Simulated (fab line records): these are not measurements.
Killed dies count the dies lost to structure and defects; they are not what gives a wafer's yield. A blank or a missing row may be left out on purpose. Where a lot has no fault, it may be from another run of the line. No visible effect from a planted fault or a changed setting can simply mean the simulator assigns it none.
Comparing a struck lot with a sound one / flow sfqLine / 21 steps out of a route of 325
Sound: the wafers L558.2, L558.3, L558.4. Struck: wafer L563.4. (L563.6 of the same lot was not struck and is left out.) The cause comes at the end.
Each step with rows lists, per side, the tool, then ch with its chambers, then its first start. Under that, the readings that differ: sound wafers / struck wafers / difference of the means / sigmas: that difference in standard deviations of wafers without a fault.
alike: readings with means less than 2 such deviations apart, plus words and numbers identical on both sides. not compared: withheld readings, readings lacking a value on some wafer, bounds such as >300 that could conceal the same value, and numbers that have no deviation in the record and whose values overlap.
A row with sigmas, a row that says differs or no value, or rows on one side alone: a step with any of these is where the two part. When numbers do not overlap yet have no deviation, they are printed without sigmas and do not part them. A reading that every wafer of one side lacks parts them only if that side has two wafers or more.

SFQ_TRILAYER_I4_VIA_BARC_OPEN_VIA_ETCH_146: etches BARC in O2, target depth 125 nm, time 41.7 s.
  sound on rieDiel-03 ch 0,2,3, day 52 02:55; struck on rieDiel-03 ch 1, day 57 20:57
reading=drypumpMotorCurrentA (A); sound=5.3 5.7 5.3; struck=6.8; difference=+1.4; sigmas=+3
  alike: oesProductAu
  not compared: rfHoursCounterH
then, 1 step without rows for these wafers: SFQ_TRILAYER_I4_VIA_ETCH_VIA_ETCH_106 (etches SiO2 in CHF3, stops on Nb, target depth 260 nm).
SFQ_TRILAYER_I4_VIA_STRIP_STRIP_107: strips in O2.
  sound on rieMetal-04 ch 0,1, day 52 03:04; struck on rieMetal-03 ch 0, day 57 21:17
  alike: drypumpMotorCurrentA, oesProductAu
  not compared: rfHoursCounterH
then, 3 steps without rows for these wafers: SFQ_TRILAYER_I4_VIA_STRIP_SOLV_CLEAN_108 (cleans in NMP, time 600 s); SFQ_TRILAYER_JJ_TRILAYER_DEP_PRE_CLEAN_113 (time 22.5 s); SFQ_TRILAYER_JJ_TRILAYER_DEP_SPUTTER_109 (material Nb, target thk 150 nm, time 100 s).
SFQ_TRILAYER_JJ_TRILAYER_DEP_SPUTTER_110: material Al, target thk 8 nm, time 10 s.
  sound: pvdSputter-04 at day 52 03:56; struck: pvdSputter-03 at day 57 21:58
  alike: throttleValvePct
then, 2 steps without rows for these wafers: SFQ_TRILAYER_JJ_TRILAYER_DEP_AL_OXIDATION_111 (oxidation time 600 s); SFQ_TRILAYER_JJ_TRILAYER_DEP_SPUTTER_112 (material Nb, target thk 170 nm, time 113.3 s).
SFQ_JJ_RS_MEAS_929: uses a four-point probe to measure.
  sound: filmMetro-03 at day 52 05:04; struck: filmMetro-02 at day 57 23:07
  alike: JJ_NB_RS
then, 1 step without rows for these wafers: SFQ_TRILAYER_JJ_CE_LITHO_COAT_119 (resist thk 62 nm).
SFQ_TRILAYER_JJ_CE_LITHO_COAT_114: resist thk 600 nm.
  sound on lithoTrack-01 ch 0, day 52 05:34; struck on lithoTrack-01 ch 0, day 57 23:41
reading=model.KrF_of_TRILAYER_JJ_CE_LITHO_COAT_114.thkNm (nm); sound=602.1 601.4 600.8; struck=622; difference=+21; sigmas=
  alike: chillPlateTempC
then, 4 steps without rows for these wafers: SFQ_TRILAYER_JJ_CE_LITHO_SOFTBAKE_118; SFQ_TRILAYER_JJ_CE_LITHO_EXPOSE_115 (exposes mask J5, target cd 700 nm); SFQ_TRILAYER_JJ_CE_LITHO_PEB_117 (peb time 60 s); SFQ_TRILAYER_JJ_CE_LITHO_DEVELOP_116 (time 60 s).
-- the record jumps here: 3 days lie between the struck wafers' starts before and after --
SFQ_JJ_OVL_MEAS_931:
  sound: overlay-02 at day 55 09:48; struck: overlay-02 at day 61 03:29
  alike: J5_OVL
SFQ_TRILAYER_JJ_CE_METRO_MEASURE_117:
  sound: cdSem-01 at day 55 10:02; struck: cdSem-02 at day 61 04:07
reading=cdNm (nm); sound=698.2 698.7 698.1; struck=701.6; difference=+3.3; sigmas=+2
SFQ_TRILAYER_JJ_CE_BARC_OPEN_RIE_150: chemistry O2, target BARC, target depth 240 nm, time 80 s.
  sound on rieMetal-04 ch 0,1, day 55 11:02; struck on rieMetal-02 ch 1, day 61 04:44
  alike: drypumpMotorCurrentA, oesProductAu
  not compared: rfHoursCounterH
SFQ_TRILAYER_JJ_CE_ETCH_RIE_118: chemistry SF6, target Nb, stops on Al2O3, time 97.7 s, target depth 170 nm.
  sound on rieMetal-04 ch 0,1, day 55 11:07; struck on rieMetal-02 ch 1, day 61 04:50
reading=model.KrF_of_TRILAYER_JJ_CE_LITHO_COAT_114.thkNm (nm); sound=480.8 480.2 475.8; struck=498.1; difference=+19.2; sigmas=
  alike: drypumpMotorCurrentA, oesProductAu
  not compared: rfHoursCounterH
after that, 1 step had no rows for these wafers: SFQ_TRILAYER_JJ_ANODIZE_ANODIZE_119.

## WHERE THEY PART
Last at SFQ_TRILAYER_JJ_CE_METRO_MEASURE_117 as far as this record goes, first at SFQ_TRILAYER_I4_VIA_BARC_OPEN_VIA_ETCH_146. Later steps at which nothing parts them and some readings are alike: SFQ_TRILAYER_JJ_CE_BARC_OPEN_RIE_150, SFQ_TRILAYER_JJ_CE_ETCH_RIE_118.

WHY: what the simulator had put in
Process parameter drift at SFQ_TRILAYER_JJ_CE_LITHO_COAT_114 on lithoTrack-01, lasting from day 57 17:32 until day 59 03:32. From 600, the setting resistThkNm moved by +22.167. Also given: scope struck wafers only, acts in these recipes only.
